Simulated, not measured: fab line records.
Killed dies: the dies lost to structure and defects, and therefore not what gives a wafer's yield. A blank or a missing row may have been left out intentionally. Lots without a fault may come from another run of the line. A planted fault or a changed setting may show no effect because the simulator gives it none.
Matching of chambers -- flow gf180mcu -- cmp-02 running GF_CONTACT_CMP_27: 4 sister chambers
The step polishes, stops on SiO2, t overpolish 15 s, target thk 0 nm. 4 wafers are shown with their chamber, then 8 later ones without.

## WAFERS PAIRED WITH THEIR CHAMBERS
wafer,chamber,motorCurrentA (A)
L606.6,2,10.3
L610.5,1,8.1
L610.6,0,11.2
L611.1,3,9.7

## WAFERS WITH NO CHAMBER GIVEN
wafer,motorCurrentA (A)
L611.2,8.3
L611.3,11.3
L613.2,8.5
L613.4,11.3
L613.6,8.6
L616.2,10.3
L616.3,11.3
L616.6,10.2

## CHAMBER TAKEN BY EACH
wafer,from the rows above,in truth
L611.2,1,1
L611.3,0,0
L613.2,1,1
L613.4,0,0
L613.6,1,1
L616.2,2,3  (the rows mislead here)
L616.3,0,0
L616.6,can't be placed: 2 or 3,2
Correct placement for 6 of the 8. Cannot be placed on the basis of these rows: 1; the candidates contain the true chamber in 1. Number placed wrongly: 1.
How it was worked out, from the rows above alone: a wafer's distance from a chamber is the root of the sum, over the readings, of the square of ((its reading less the chamber's mean) divided by the reading's scatter). If the next closest chamber is less than 2 further off than the closest, the wafer can't be placed; otherwise it belongs to the closest. For every chamber, the mean is computed from those of its wafers that are shown. The scatter: with one shown wafer a chamber, the root of the mean of the squares of how far each hidden wafer lies from its nearest shown one.
